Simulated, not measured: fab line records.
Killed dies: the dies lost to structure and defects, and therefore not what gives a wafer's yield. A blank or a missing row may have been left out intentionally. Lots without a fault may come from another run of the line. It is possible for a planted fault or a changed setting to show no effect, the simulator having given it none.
Which tool did it? :: flow gf180mcu :: 7 lots, 21 wafers sampled, at 2 steps of a route of 602

WHAT EACH GAUGE READ, for each wafer
GF_MIM_RS_MEAS_10: measures by four-point-probe.
lot: L325
measured: day 24 23:55
on: film_metro-04
MIM_ALCU_RS (ohm/sq): 0.1639 0.1617 0.1614

lot: L327
measured: day 25 21:12
on: film_metro-03
MIM_ALCU_RS (ohm/sq): 0.1578 0.1606 0.1594

lot: L329
measured: day 26 14:46
on: film_metro-01
MIM_ALCU_RS (ohm/sq): 0.1588 0.1560 0.1585

lot: L331
measured: day 27 02:26
on: film_metro-04
MIM_ALCU_RS (ohm/sq): 0.1575 0.1572 0.1587

lot: L340
measured: day 29 16:11
on: film_metro-01
MIM_ALCU_RS (ohm/sq): 0.1588 0.1599 0.1590

lot: L343
measured: day 30 16:20
on: film_metro-04
MIM_ALCU_RS (ohm/sq): 0.1597 0.1580 0.1589

lot: L346
measured: day 31 13:20
on: film_metro-04
MIM_ALCU_RS (ohm/sq): 0.1597 0.1592 0.1618

WHICH TOOL RAN EACH LOT (tool, then ch and the chambers of the sampled wafers, then the start)
lot: L325
GF_CONTACT_SPUTTER_23: pvd_sputter-02, day 16 15:11

lot: L327
GF_CONTACT_SPUTTER_23: pvd_sputter-04, day 17 15:11

lot: L329
GF_CONTACT_SPUTTER_23: pvd_sputter-02, day 18 07:57

lot: L331
GF_CONTACT_SPUTTER_23: pvd_sputter-02, day 19 00:36

lot: L340
GF_CONTACT_SPUTTER_23: pvd_sputter-01, day 22 03:47

lot: L343
GF_CONTACT_SPUTTER_23: pvd_sputter-02, day 23 08:50

lot: L346
GF_CONTACT_SPUTTER_23: pvd_sputter-04, day 24 10:23
- GF_CONTACT_SPUTTER_23: material TiN, target thk 10 nm, time 40 s.

THE ANSWER, worked out from the rows above alone
Rule: the lots themselves supply what counts as usual. Put in order of their means at a reading, lots are off if they are a third of the lots or fewer, leave a main group of 4 or more, and stand apart from it by a gap of 3 or more times the standard deviation of the main group's means; of several such gaps the widest counts. The tables above print the reading to a certain number of digits; a main group whose means all agree to those digits is not used. A lot without any number at a reading at which 4 lots or more have one is off too. Where the step has rows for the other lots, those lots are counted as sound.
No lot is off at any reading shown: from this, nothing can be told.

WHAT THE SIMULATOR HAD INSERTED
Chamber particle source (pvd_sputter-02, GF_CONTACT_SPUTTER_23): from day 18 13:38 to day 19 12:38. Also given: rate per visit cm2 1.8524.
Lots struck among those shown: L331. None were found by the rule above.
